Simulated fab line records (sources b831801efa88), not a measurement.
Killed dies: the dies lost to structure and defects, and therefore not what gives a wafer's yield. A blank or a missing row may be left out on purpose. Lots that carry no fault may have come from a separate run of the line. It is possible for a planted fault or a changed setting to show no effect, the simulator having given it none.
fab line records	flow sky130
record lots=14	wafers=42	lastDay=51
route steps=708 shown METAL3@534 CAPM@549
lots untouched by any fault: they come from a run of this same line in which no faults occurred
startH: start of the lot's first displayed wafer, in hours after the record's first day	waitH: how many hours have passed since the lot's step before this one	" identical to the entry in the row above	L1.1+2: a row that stands for several wafers	- either no value or no given start	* or withheld: withheld	< > ~ a bound
route shown NAME@n: names a module that has steps shown in the file, with the first one's number in the route	usual: mean/standard deviation of fault-free wafers	same: alike in all rows	chamber/n: place in a boat	sites: readings site by site	_std_site: how widely they spread, as a standard deviation	_edge_site: inner sites' mean taken away from outer sites' mean	radiusMm: for every site, how far away it sits from the centre of the wafer	mask NAME#n: copy n	behind: the tool/chamber that last shaped the wafer	hold: why the lot was held/for how many hours/how that ended	device: whichever transistor did not switch (one of n, p or np)	end of line: tests of these same wafers at the route's end	where a step has no rows: the recipe by itself	killed: not the wafer's yield, but the dies lost to structure and defects at the first sort	map: a wafer's dies, x killed, . not, _ none there
set.NAME: the setting the step ran with; set.NAME@STEP: the setting that earlier step ran with	model.NAME: the simulator's own value behind a step, which no gauge read
a sample of lots followed through the steps of the route, with each step as a table and each wafer as a row
services: the hour from which a tool's chamber was out of use, counted from the record's first day as startH (under 0 if before that day), plus the number of hours and why
## steps
# step SKY_METAL3_SPUTTER_02
# recipe material=AlCu	targetThkNm=735	powerW=10600	timeS=39.1	chamberPressurePa=0.4
# usual cathodeDcPowerW=10600/2.1	chamberPressurePa=0.3999/0.00076	throttleValvePct=30.0/1.1
lot.wafer	tool	chamber	startH	waitH	cathodeDcPowerW	chamberPressurePa	throttleValvePct
L435.1	pvdSputter-01	-	835.09	0.0	10601	0.3988	30.4
L435.3	"	-	"	"	10603	0.4000	28.4
L435.4	"	-	"	"	10600	0.4004	31.2
L437.3	pvdSputter-04	-	844.62	0.0	10598	0.4006	30.3
L437.4	"	-	"	"	10600	0.4004	29.4
L437.6	"	-	"	"	10603	0.3988	28.9
L436.1	pvdSputter-02	-	847.43	0.0	10600	0.3996	28.9
L436.2	"	-	"	"	10596	0.4013	30.5
L436.5	"	-	"	"	10599	0.3989	30.2
L438.1	pvdSputter-01	-	866.75	0.0	10599	0.3995	27.9
L438.2	"	-	"	"	10601	0.4003	30.3
L438.6	"	-	"	"	10600	0.4000	30.4
L440.1	pvdSputter-01	-	885.70	0.0	10597	0.4007	31.8
L440.3	"	-	"	"	10598	0.4001	27.8
L440.5	"	-	"	"	10605	0.4009	31.3
L442.1	pvdSputter-02	-	899.83	0.0	10598	0.4002	29.5
L442.3	"	-	"	"	10600	0.4005	30.4
L442.5	"	-	"	"	10600	0.3998	30.0
L443.2	pvdSputter-04	-	900.98	0.0	10597	0.3991	30.9
L443.5	"	-	"	"	10598	0.3983	30.8
L443.6	"	-	"	"	10601	0.3999	29.5
L444.2	pvdSputter-02	-	911.70	0.0	10600	0.4013	29.6
L444.4	"	-	"	"	10594	0.4005	30.6
L444.6	"	-	"	"	10599	0.4010	29.7
L445.2	pvdSputter-02	-	917.77	0.0	10601	0.4009	29.3
L445.4	"	-	"	"	10599	0.4003	28.9
L445.6	"	-	"	"	10601	0.3999	30.5
L446.2	pvdSputter-01	-	924.83	0.0	10604	0.3992	30.4
L446.3	"	-	"	"	10598	0.4006	27.9
L446.5	"	-	"	"	10599	0.3994	32.0
L447.1	pvdSputter-04	-	935.60	0.0	10601	0.4002	30.9
L447.4	"	-	"	"	10600	0.4010	29.5
L447.5	"	-	"	"	10597	0.3984	29.1
L455.1	pvdSputter-04	-	1009.97	0.0	10600	0.4000	29.4
L455.2	"	-	"	"	10598	0.3997	30.6
L455.4	"	-	"	"	10597	0.3991	30.4
L457.1	pvdSputter-01	-	1010.67	0.0	10597	0.3996	27.8
L457.3	"	-	"	"	10597	0.4002	31.8
L457.5	"	-	"	"	10597	0.3989	27.9
L458.1	pvdSputter-02	-	1044.57	0.0	10604	0.3992	30.5
L458.2	"	-	"	"	10599	0.4001	29.0
L458.4	"	-	"	"	10600	0.4004	30.5
# step SKY_METAL3_SPUTTER_04
# recipe material=TiN	targetThkNm=70	powerW=6500	timeS=58.3	chamberPressurePa=0.4
# usual cathodeDcPowerW=6500.0/1.2	chamberPressurePa=0.4000/0.00077	throttleValvePct=30.0/1.1
lot.wafer	tool	chamber	startH	waitH	cathodeDcPowerW	chamberPressurePa	throttleValvePct
L435.1	pvdSputter-01	-	835.15	0.0	6498.3	0.4002	30.8
L435.3	"	-	"	"	6499.6	0.3985	28.0
L435.4	"	-	"	"	6500.0	0.4005	31.4
L437.3	pvdSputter-04	-	844.68	0.0	6500.9	0.4006	30.2
L437.4	"	-	"	"	6498.1	0.4003	29.5
L437.6	"	-	"	"	6501.4	0.3994	28.8
L436.1	pvdSputter-02	-	847.49	0.0	6499.6	0.3995	28.9
L436.2	"	-	"	"	6501.3	0.4011	30.7
L436.5	"	-	"	"	6499.0	0.4011	30.8
L438.1	pvdSputter-01	-	866.80	0.0	6499.2	0.4000	27.7
L438.2	"	-	"	"	6501.0	0.3988	30.4
L438.6	"	-	"	"	6498.7	0.3994	30.5
L440.1	pvdSputter-01	-	885.76	0.0	6500.8	0.3996	31.8
L440.3	"	-	"	"	6500.3	0.4004	27.9
L440.5	"	-	"	"	6498.8	0.3997	31.4
L442.1	pvdSputter-02	-	899.89	0.0	6501.7	0.3994	29.5
L442.3	"	-	"	"	6501.0	0.4012	29.9
L442.5	"	-	"	"	6497.1	0.4014	30.4
L443.2	pvdSputter-04	-	901.04	0.0	6500.5	0.4002	30.9
L443.5	"	-	"	"	6498.6	0.4001	30.6
L443.6	"	-	"	"	6499.7	0.3996	29.4
L444.2	pvdSputter-02	-	911.76	0.0	6499.1	0.3999	29.5
L444.4	"	-	"	"	6501.9	0.4002	30.9
L444.6	"	-	"	"	6498.4	0.3995	29.6
L445.2	pvdSputter-02	-	917.83	0.0	6499.2	0.4009	29.6
L445.4	"	-	"	"	6498.6	0.3994	28.8
L445.6	"	-	"	"	6499.4	0.3991	30.5
L446.2	pvdSputter-01	-	924.89	0.0	6499.6	0.3988	30.2
L446.3	"	-	"	"	6498.6	0.3995	27.9
L446.5	"	-	"	"	6500.6	0.4001	31.9
L447.1	pvdSputter-04	-	935.65	0.0	6499.3	0.4007	30.8
L447.4	"	-	"	"	6498.3	0.4012	29.4
L447.5	"	-	"	"	6500.7	0.4001	29.1
L455.1	pvdSputter-04	-	1010.03	0.0	-	-	-
L455.2	"	-	"	"	-	-	-
L455.4	"	-	"	"	-	-	-
L457.1	pvdSputter-01	-	1010.73	0.0	-	-	-
L457.3	"	-	"	"	-	-	-
L457.5	"	-	"	"	-	-	-
L458.1	pvdSputter-02	-	1044.62	0.0	6500.7	0.3996	30.2
L458.2	"	-	"	"	6499.4	0.3994	28.9
L458.4	"	-	"	"	6499.7	0.4004	30.4
# step SKY_CAPM_OVL_MEAS_12
# usual CAPM_OVL=0.0/1.6
lot.wafer	tool	chamber	startH	waitH	CAPM_OVL[nm]
L435.1	overlay-02	-	861.52	0.1	-0.9
L435.3	"	-	"	"	-0.3
L435.4	"	-	"	"	0.2
L437.3	overlay-01	-	870.48	0.1	-0.7
L437.4	"	-	"	"	1.3
L437.6	"	-	"	"	-0.6
L436.1	overlay-01	-	874.29	0.1	1.5
L436.2	"	-	"	"	3.5
L436.5	"	-	"	"	1.7
L438.1	overlay-02	-	892.82	0.1	-0.9
L438.2	"	-	"	"	-1.3
L438.6	"	-	"	"	0.7
L440.1	overlay-01	-	911.24	0.1	-0.8
L440.3	"	-	"	"	-1.8
L440.5	"	-	"	"	1.6
L442.1	overlay-02	-	924.49	0.1	-3.0
L442.3	"	-	"	"	-2.6
L442.5	"	-	"	"	0.5
L443.2	overlay-02	-	926.00	0.1	-0.6
L443.5	"	-	"	"	-0.1
L443.6	"	-	"	"	-2.3
L444.2	overlay-01	-	937.12	0.1	3.0
L444.4	"	-	"	"	2.4
L444.6	"	-	"	"	5.4
L445.2	overlay-02	-	942.37	0.1	0.2
L445.4	"	-	"	"	-0.4
L445.6	"	-	"	"	-0.6
L446.2	overlay-01	-	949.20	0.1	2.3
L446.3	"	-	"	"	1.6
L446.5	"	-	"	"	3.9
L447.1	overlay-02	-	960.72	0.1	1.4
L447.4	"	-	"	"	0.9
L447.5	"	-	"	"	-0.5
L455.1	overlay-01	-	1032.30	0.1	1.1
L455.2	"	-	"	"	-0.7
L455.4	"	-	"	"	2.6
L457.1	overlay-01	-	1033.34	0.1	-0.6
L457.3	"	-	"	"	-1.2
L457.5	"	-	"	"	-1.9
L458.1	overlay-02	-	1065.75	0.1	-1.2
L458.2	"	-	"	"	-0.9
L458.4	"	-	"	"	-2.2
# step SKY_METAL3_METAL_ETCH_18
# recipe targetDepthA=8450	stopOn=SiO2	overEtchFrac=0.3	timeS=183.1	chemistry=Cl2/BCl3	resistSidewallDeg=88	pressureMtorr=10	icpW=900	biasW=48.5	Cl2_flow_sccm=60	bcl3FlowSccm=30
# usual chamberPressureMTorr=9.999/0.0088	drypumpMotorCurrentA=5.4/0.49	oesProductAu=0.867/0.0064	throttleValvePct=22.264/0.0087
# same overEtchFrac=0.3
lot.wafer	tool	chamber	startH	waitH	chamberPressureMTorr	drypumpMotorCurrentA	oesProductAu	rfHoursCounterH	throttleValvePct
L435.1	rieMetal-02	1	888.55	0.0	9.986	4.8	0.864	17	22.282
L435.3	"	0	"	"	9.990	6.2	0.856	-	22.276
L435.4	"	1	"	"	9.992	4.8	0.859	-	22.266
L437.3	rieMetal-03	1	897.76	0.1	10.000	5.5	0.867	-	22.271
L437.4	"	0	"	"	10.003	5.1	0.869	-	22.261
L437.6	"	0	"	"	10.001	5.1	0.873	-	22.265
L436.1	rieMetal-03	1	901.35	0.0	9.994	5.5	0.867	1	22.261
L436.2	"	0	"	"	9.998	5.1	0.880	6	22.264
L436.5	"	1	"	"	9.996	5.5	0.876	-	22.264
L438.1	rieMetal-02	1	918.87	0.0	10.005	4.8	0.863	19	22.270
L438.2	"	1	"	"	10.011	4.8	0.871	-	22.251
L438.6	"	1	"	"	9.992	4.8	0.869	-	22.255
L440.1	rieMetal-01	0	937.12	0.0	9.992	6.0	0.869	16	22.271
L440.3	"	1	"	"	9.999	5.2	0.864	-	22.271
L440.5	"	1	"	"	10.005	5.2	0.870	-	22.264
L442.1	rieMetal-02	1	950.33	0.0	9.990	4.8	0.877	0	22.262
L442.3	"	0	"	"	10.004	6.2	0.868	-	22.261
L442.5	"	0	"	"	10.004	6.2	0.865	-	22.264
L443.2	rieMetal-01	0	951.70	0.0	9.994	5.9	0.868	17	22.266
L443.5	"	0	"	"	10.000	5.9	0.868	-	22.260
L443.6	"	1	"	"	9.994	5.2	0.867	-	22.262
L444.2	rieMetal-01	0	962.82	0.0	10.001	6.0	0.874	18	22.260
L444.4	"	0	"	"	10.017	6.0	0.871	-	22.265
L444.6	"	0	"	"	9.992	6.0	0.881	-	22.269
L445.2	rieMetal-02	1	968.17	0.0	9.996	4.9	0.875	1	22.264
L445.4	"	0	"	"	9.978	6.2	0.873	-	22.254
L445.6	"	0	"	"	9.997	6.2	0.869	-	22.274
L446.2	rieMetal-02	1	974.80	0.0	9.991	4.8	0.874	2	22.261
L446.3	"	1	"	"	10.040	4.9	0.863	-	22.271
L446.5	"	1	"	"	9.993	4.9	0.862	-	22.271
L447.1	rieMetal-01	1	986.07	0.0	10.004	5.2	0.870	17	22.260
L447.4	"	0	"	"	9.992	6.0	0.873	-	22.269
L447.5	"	1	"	"	10.004	5.2	0.865	-	22.252
L455.1	rieMetal-03	1	1055.57	0.0	10.003	5.5	0.829	8	22.245
L455.2	"	0	"	"	9.997	5.1	0.833	14	22.267
L455.4	"	0	"	"	10.000	5.1	0.823	-	22.257
L457.1	rieMetal-03	1	1056.67	0.0	10.000	5.5	0.821	8	22.256
L457.3	"	1	"	"	9.993	5.5	0.823	-	22.257
L457.5	"	1	"	"	10.008	5.5	0.823	-	22.243
L458.1	rieMetal-01	0	1087.00	0.0	9.995	6.0	0.863	1	22.248
L458.2	"	1	"	"	9.987	5.3	0.870	24	22.279
L458.4	"	1	"	"	9.995	5.3	0.865	-	22.256
# step SKY_METAL3_STRIP_19
# recipe chemistry=O2/N2	powerW=1400	pressureMtorr=1500	platenTempC=withheld	o2FlowSccm=3000	n2FlowSccm=300	overashFraction=0.5
# usual chamberPressureMTorr=1499.9/1.4	drypumpMotorCurrentA=5.9/0.44	oesProductAu=0.502/0.0051	stripTimeToEndpointS=6.53/0.071
lot.wafer	tool	chamber	startH	waitH	chamberPressureMTorr	drypumpMotorCurrentA	oesProductAu	rfHoursCounterH	stripTimeToEndpointS
L435.1	plasmaAsher-01	1	888.73	0.1	1498.6	5.6	0.506	15	6.63
L435.3	"	0	"	"	1499.0	6.6	0.504	-	6.44
L435.4	"	1	"	"	1499.9	5.7	0.505	-	6.63
L437.3	plasmaAsher-03	1	897.91	0.1	1501.1	5.3	0.491	-	6.55
L437.4	"	0	"	"	1497.0	6.0	0.501	-	6.54
L437.6	"	1	"	"	1499.7	5.3	0.502	-	6.52
L436.1	plasmaAsher-01	0	901.53	0.1	1500.6	6.7	0.505	16	6.44
L436.2	"	1	"	"	1498.9	5.7	0.501	16	6.47
L436.5	"	1	"	"	1502.5	5.7	0.506	-	6.50
L438.1	plasmaAsher-03	1	919.23	0.3	1498.9	5.3	0.500	49	6.65
L438.2	"	0	"	"	1498.9	6.1	0.500	49	6.62
L438.6	"	1	"	"	1500.3	5.3	0.497	-	6.62
L440.1	plasmaAsher-03	0	937.30	0.1	1500.8	6.1	0.493	51	6.40
L440.3	"	0	"	"	1501.9	6.1	0.504	-	6.55
L440.5	"	0	"	"	1500.4	6.0	0.503	-	6.59
L442.1	plasmaAsher-01	1	950.51	0.1	1500.2	5.7	0.511	21	6.62
L442.3	"	0	"	"	1499.3	6.7	0.507	-	6.49
L442.5	"	1	"	"	1498.7	5.7	0.495	-	6.45
L443.2	plasmaAsher-03	1	951.88	0.1	1501.1	5.3	0.500	52	6.48
L443.5	"	1	"	"	1499.8	5.3	0.500	-	6.46
L443.6	"	0	"	"	1500.5	6.1	0.510	-	6.59
L444.2	plasmaAsher-02	0	963.00	0.1	1500.5	5.8	0.500	83	6.48
L444.4	"	1	"	"	1501.2	6.0	0.501	-	6.49
L444.6	"	0	"	"	1499.7	5.8	0.504	-	6.45
L445.2	plasmaAsher-01	0	968.35	0.1	1502.1	6.7	0.506	23	6.58
L445.4	"	0	"	"	1500.7	6.7	0.496	-	6.49
L445.6	"	0	"	"	1498.7	6.7	0.497	-	6.43
L446.2	plasmaAsher-01	1	974.98	0.1	1499.3	5.7	0.505	24	6.63
L446.3	"	1	"	"	1501.1	5.7	0.497	-	6.64
L446.5	"	1	"	"	1501.8	5.7	0.509	-	6.68
L447.1	plasmaAsher-03	1	986.25	0.1	1500.6	5.3	0.496	55	6.53
L447.4	"	1	"	"	1500.4	5.3	0.506	-	6.56
L447.5	"	0	"	"	1499.7	6.0	0.504	-	6.57
L455.1	plasmaAsher-03	0	1055.75	0.1	1497.6	6.1	0.500	62	6.49
L455.2	"	1	"	"	1499.1	5.3	0.507	62	6.58
L455.4	"	1	"	"	1499.2	5.3	0.507	-	6.58
L457.1	plasmaAsher-03	1	1056.85	0.1	1497.8	5.3	0.495	62	6.50
L457.3	"	1	"	"	1499.6	5.3	0.499	-	6.50
L457.5	"	1	"	"	1500.0	5.3	0.507	-	6.57
L458.1	plasmaAsher-03	0	1087.18	0.1	1501.7	6.0	0.506	65	6.58
L458.2	"	1	"	"	1500.4	5.3	0.507	65	6.54
L458.4	"	0	"	"	1500.7	6.0	0.508	-	6.49
## services
tool	chamber	startH	hours	kind
rieMetal-03	-	814.65	14.6	pm
rieMetal-01	-	821.56	0.4	repair
pvdSputter-01	0	850.40	-	consumableReplace:kit
pvdSputter-01	0	850.40	18.0	scheduledDown
pvdSputter-01	0	850.40	18.0	ventCycle
rieMetal-01	-	890.63	2.8	pm
pvdSputter-04	-	910.19	11.4	repair
plasmaAsher-03	-	912.49	2.8	pm
pvdSputter-02	3	917.88	-	consumableReplace:kit
pvdSputter-02	3	917.88	18.0	scheduledDown
pvdSputter-02	3	917.88	18.0	ventCycle
rieMetal-01	-	925.09	1.0	repair
plasmaAsher-03	-	956.32	8.3	repair
pvdSputter-04	-	962.67	6.6	repair
pvdSputter-02	-	967.56	8.9	repair
rieMetal-01	-	1000.67	4.0	pm
plasmaAsher-02	-	1004.06	3.9	repair
plasmaAsher-01	-	1017.30	14.6	pm
pvdSputter-01	3	1047.71	-	consumableReplace:kit
pvdSputter-01	3	1047.71	18.0	scheduledDown
pvdSputter-01	3	1047.71	18.0	ventCycle
rieMetal-01	0	1050.49	5.9	repair
plasmaAsher-01	-	1071.21	0.3	repair
pvdSputter-01	2	1079.27	-	consumableReplace:kit
## key
firstSign step=SKY_METAL3_SPUTTER_04	reading=toolRecord	direction=missing
effect step=SKY_METAL3_METAL_ETCH_18	reading=oesProductAu	direction=down	sigmas=6.6	usual=0.867	struck=0.825
metAt SKY_METAL3_SPUTTER_04
struckLots L455,L457
laterRowsLeftOut L455.1,L455.2,L455.4,L457.1,L457.3,L457.5
sortLeftOut L455.1,L455.2,L455.4,L457.1,L457.3,L457.5
notActingAt SKY_METAL3_SPUTTER_02,SKY_CAPM_OVL_MEAS_12,SKY_METAL3_STRIP_19
onsetBetween 935.65 1010.03
fault kind=skippedStepWhole	tool=pvdSputter-01,pvdSputter-04	chamber=-	onsetH=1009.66	steps=SKY_METAL3_SPUTTER_04	scope=struckLotsOnly
# sortLeftOut: the simulated sort isn't trusted on such a fault, so these wafers' sort isn't shown, and their yield isn't known
# laterRowsLeftOut: the simulator's readings of these wafers behind a module that went badly wrong aren't trusted and aren't shown, but for the sort
